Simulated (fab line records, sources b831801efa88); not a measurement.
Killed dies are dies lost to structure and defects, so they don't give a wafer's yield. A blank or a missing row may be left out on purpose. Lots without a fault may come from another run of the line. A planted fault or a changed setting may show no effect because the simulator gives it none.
A struck lot beside a sound one | flow sky130 | 31 steps out of a route of 708
Sound: wafers L430.4, L430.5, L430.6. Struck: wafers L437.1, L437.4, L437.6. The cause comes at the end.
At each step with rows: each side's tool, then ch and its chambers, then its first start. Under that, the readings that differ: sound wafers | struck wafers | difference of the means | sigmas: that difference in standard deviations of wafers without a fault.
alike: readings whose means differ by less than 2 such deviations, and words and numbers that are the same on both sides. not compared: withheld readings, readings that some wafer has no value for, bounds like >300 that may hide the same value, and numbers for which the record gives no deviation and whose values overlap.
The two part at a step that has a row with sigmas, a row that says differs or no value, or rows on one side only. Numbers that don't overlap but have no deviation are shown without sigmas and don't part them. A reading that every wafer of one side lacks parts them only if that side has two wafers or more.

first, 1 step without rows for these wafers: SKY_NWELL_IMPLANT_24.
SKY_NWELL_STRIP_25: strips in O2/N2.
  sound on plasma_asher-03 ch 0,1, day 5 16:31; struck on plasma_asher-04 ch 0,1, day 7 16:46
  alike: drypump_motor_current_A, oes_product_au, strip_time_to_endpoint_s
  not compared: rf_hours_counter_h
SKY_NWELL_TW_MEAS_26:
  sound on film_metro-01, day 5 16:37; struck on film_metro-03, day 7 16:52
  reading    | sound       | struck      | difference | sigmas
  NWELL_2_TW | 507 509 509 | 497 498 497 | -11        | -2
then, 1 step without rows for these wafers: SKY_NWELL_CLEAN_27 (cleans in SC1/SC2, time 150 s).
SKY_NWELL_RTA_28: time 30 s.
  sound on rtp_anneal-01 ch 0, day 5 16:45; struck on rtp_anneal-01 ch 0, day 7 16:58
  alike: lamp_power_pct, wafer_temp_C_max
SKY_NWELL_RS_MEAS_29: measures by four-point-probe.
  sound on film_metro-02, day 5 16:52; struck on film_metro-01, day 7 17:04
  alike: NWELL_RS
SKY_NWELL_RS_MEAS_31: measures by four-point-probe.
  sound on film_metro-02, day 5 17:06; struck on film_metro-01, day 7 17:19
  alike: PWDE_RS
then, 4 steps without rows for these wafers: SKY_VT_ADJUST_HVTP_DEHYDRATE_00 (time 60 s); SKY_VT_ADJUST_HVTP_HMDS_01 (prime time 60 s); SKY_VT_ADJUST_HVTP_COAT_02 (resist thk 1140 nm); SKY_VT_ADJUST_HVTP_SOFTBAKE_03 (time 60 s).
SKY_VT_ADJUST_HVTP_EXPOSE_04: exposes mask HVTPM, target cd 380 nm.
  sound on iline_stepper-01 ch 0, day 6 02:21; struck on iline_stepper-02 ch 0, day 8 03:42
  reading | sound                   | struck                                                                                 | difference | sigmas
  mask    | HVTPM#0 HVTPM#0 HVTPM#0 | NWM_COMPLEMENT_LESS_NATIVE#0 NWM_COMPLEMENT_LESS_NATIVE#0 NWM_COMPLEMENT_LESS_NATIVE#0 | differs    |
  alike: stage_vel_mm_s
then, 2 steps without rows for these wafers: SKY_VT_ADJUST_HVTP_PEB_05; SKY_VT_ADJUST_HVTP_DEVELOP_06 (develop time 60 s).
SKY_VT_ADJUST_HVTP_CD_MEAS_07: target cd 380 nm.
  sound on cd_sem-02, day 6 11:22; struck on cd_sem-02, day 8 13:33
  reading    | sound             | struck | difference                    | sigmas
  cd_nm (nm) | 377.0 378.4 380.5 | - - -  | no value on the struck wafers |
SKY_VT_ADJUST_HVTP_OVL_MEAS_08:
  sound on overlay-02, day 6 11:26; struck on overlay-02, day 8 13:40
  reading                 | sound       | struck | difference                    | sigmas
  VT_ADJUST_HVTP_OVL (nm) | 0.8 0.6 1.0 | - - -  | no value on the struck wafers |
then, 1 step without rows for these wafers: SKY_VT_ADJUST_HVTP_IMPLANT_09.
SKY_VT_ADJUST_HVTP_STRIP_10: strips in O2/N2.
  sound on plasma_asher-01 ch 0,1, day 6 11:38; struck on plasma_asher-03 ch 0,1, day 8 13:52
  reading               | sound             | struck            | difference | sigmas
  oes_product_au (a.u.) | 0.716 0.721 0.726 | 0.709 0.713 0.704 | -0.012     | -3
  alike: drypump_motor_current_A, strip_time_to_endpoint_s
  not compared: rf_hours_counter_h
SKY_VT_ADJUST_HVTP_TW_MEAS_11:
  sound on film_metro-04, day 6 11:44; struck on film_metro-01, day 8 13:58
  reading           | sound          | struck   | difference | sigmas
  VT_ADJUST_HVTP_TW | 1352 1348 1353 | 31 31 31 | -1320      | -82
then, 7 steps without rows for these wafers: SKY_VT_ADJUST_LVTN_DEHYDRATE_00 (time 60 s); SKY_VT_ADJUST_LVTN_HMDS_01 (prime time 60 s); SKY_VT_ADJUST_LVTN_COAT_02 (resist thk 3000 nm); SKY_VT_ADJUST_LVTN_SOFTBAKE_03; SKY_VT_ADJUST_LVTN_EXPOSE_04 (exposes mask NWM COMPLEMENT LESS NATIVE, target cd 840 nm); SKY_VT_ADJUST_LVTN_PEB_05; SKY_VT_ADJUST_LVTN_DEVELOP_06 (develop time 60 s).
SKY_VT_ADJUST_LVTN_OVL_MEAS_07:
  sound on overlay-02, day 7 06:58; struck on overlay-01, day 9 10:13
  alike: VT_ADJUST_LVTN_OVL
then, 1 step without rows for these wafers: SKY_VT_ADJUST_LVTN_IMPLANT_08.
SKY_VT_ADJUST_LVTN_STRIP_09: strips in O2/N2.
  sound on plasma_asher-01 ch 0,1, day 7 07:10; struck on plasma_asher-04 ch 1, day 9 10:24
  alike: drypump_motor_current_A, oes_product_au, strip_time_to_endpoint_s
  not compared: rf_hours_counter_h
SKY_VT_ADJUST_LVTN_TW_MEAS_10:
  sound on film_metro-02, day 7 07:16; struck on film_metro-02, day 9 10:30
  reading           | sound             | struck               | difference | sigmas
  VT_ADJUST_LVTN_TW | 240.6 239.8 240.9 | 1352.8 1354.8 1354.4 | +1113.6    | +99 or more
then, 1 step without rows for these wafers: SKY_VT_ADJUST_LVTN_DEHYDRATE_11 (time 60 s).

WHERE THEY PART
First at SKY_NWELL_TW_MEAS_26; last, within this record, at SKY_VT_ADJUST_LVTN_TW_MEAS_10.

WHY: what the simulator had put in
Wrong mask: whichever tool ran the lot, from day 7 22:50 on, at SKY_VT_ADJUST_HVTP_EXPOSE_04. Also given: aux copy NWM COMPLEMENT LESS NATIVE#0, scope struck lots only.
